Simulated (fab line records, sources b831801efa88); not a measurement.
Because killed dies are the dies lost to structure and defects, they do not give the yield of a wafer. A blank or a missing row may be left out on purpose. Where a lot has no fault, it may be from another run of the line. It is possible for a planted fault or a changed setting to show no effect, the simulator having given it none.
A struck lot beside a sound one	flow gf180mcu	23 out of 602 route steps
Sound: wafers L768.1, L768.5, L768.6. The struck wafers were L770.1, L770.4, L770.5. The cause is given at the end.
For every step that has rows: the tool of each side, followed by ch and its chambers, followed by its first start. Under that, the readings that differ: sound wafers	struck wafers	difference of the means	sigmas: that difference in standard deviations of wafers without a fault.
alike: readings whose means differ by less than 2 such deviations, and words and numbers that are the same on both sides. not compared: withheld readings, readings that some wafer has no value for, bounds like >300 that may hide the same value, and numbers for which the record gives no deviation and whose values overlap.
The two part at a step that has a row with sigmas, a row that says differs or no value, or rows on one side only. Non-overlapping numbers with no deviation appear without sigmas and do not part them. A reading that every wafer of one side lacks parts them only if that side has two wafers or more.

first, 2 steps without rows for these wafers: GF_HV_LDD_PEB_29; GF_HV_LDD_DEVELOP_30 (develop time 60 s).
GF_HV_LDD_CD_MEAS_31: target cd 400 nm.
  sound: cd-sem-02 at day 15 18:30; struck: cd-sem-02 at day 16 10:11
  alike: cd-nm
GF_HV_LDD_OVL_MEAS_32:
  sound: overlay-01 at day 15 18:37; struck: overlay-01 at day 16 10:19
  alike: HV_LDD_02_OVL
then, 4 steps without rows for these wafers: GF_HV_LDD_IMPLANT_33; GF_HV_LDD_IMPLANT_34; GF_HV_LDD_IMPLANT_35; GF_HV_LDD_IMPLANT_36.
GF_HV_LDD_STRIP_37: strips in O2/N2.
  sound on plasma-asher-02 ch 0,1, day 15 19:15; struck on plasma-asher-01 ch 1, day 16 10:57
  alike: drypump-motor-current-A, heater-power-w, oes-product-au, strip-time-to-endpoint-s
  not compared: rf-hours-counter-h
GF_HV_LDD_TW_MEAS_38:
  sound: film-metro-03 at day 15 19:21; struck: film-metro-01 at day 16 11:03
  alike: HV_LDD_3_TW
then, 2 steps without rows for these wafers: GF_HV_LDD_DEHYDRATE_39 (time 60 s); GF_HV_LDD_HMDS_40 (prime time 60 s).
GF_HV_LDD_COAT_41: resist thk 1000 nm.
  sound on litho-track-02 ch 0, day 16 05:26; struck on litho-track-01 ch 0, day 16 21:17
reading	sound	struck	difference	sigmas
model.NOVOLAK_of_HV_LDD_COAT_41.thk-nm (nm)	1001 1000 1001	1008 1010 1010	+9	
then, 3 steps without rows for these wafers: GF_HV_LDD_SOFTBAKE_42 (time 60 s); GF_HV_LDD_EXPOSE_43 (exposes mask Pplus HV AREA, target cd 400 nm); GF_HV_LDD_PEB_44.
GF_HV_LDD_DEVELOP_45: develop time 60 s.
  sound on litho-track-01 ch 0, day 16 16:02; struck on litho-track-01 ch 0, day 17 08:53
reading	sound	struck	difference	sigmas
model.NOVOLAK_of_HV_LDD_COAT_41.thk-nm (nm)	1000 999.8 1001	1007 1009 1010	+8	
GF_HV_LDD_CD_MEAS_46: target cd 400 nm.
  sound: cd-sem-02 at day 16 16:11; struck: cd-sem-02 at day 17 09:02
  alike: cd-nm
GF_HV_LDD_OVL_MEAS_47:
  sound: overlay-01 at day 16 16:18; struck: overlay-02 at day 17 09:09
  alike: HV_LDD_03_OVL
then, 1 step without rows for these wafers: GF_HV_LDD_IMPLANT_48.
GF_HV_LDD_STRIP_49: strips in O2/N2.
  sound on plasma-asher-03 ch 0,1, day 16 16:29; struck on plasma-asher-02 ch 0,1, day 17 09:20
reading	sound	struck	difference	sigmas
strip-time-to-endpoint-s (s)	12.64 12.62 12.64	12.71 12.74 12.74	+0.10	+3
  alike: drypump-motor-current-A, heater-power-w, oes-product-au
  not compared: rf-hours-counter-h
GF_HV_LDD_TW_MEAS_50:
  sound: film-metro-04 at day 16 16:35; struck: film-metro-03 at day 17 09:26
reading	sound	struck	difference	sigmas
HV_LDD_4_TW	568 567 570	556 557 557	-12	-2
then, 1 step without rows for these wafers: GF_PASSIVATION_PROBE_99.

## WHERE THEY PART
First at GF_HV_LDD_STRIP_49; last, within this record, at GF_HV_LDD_TW_MEAS_50.

WHY: whatever the simulator had introduced
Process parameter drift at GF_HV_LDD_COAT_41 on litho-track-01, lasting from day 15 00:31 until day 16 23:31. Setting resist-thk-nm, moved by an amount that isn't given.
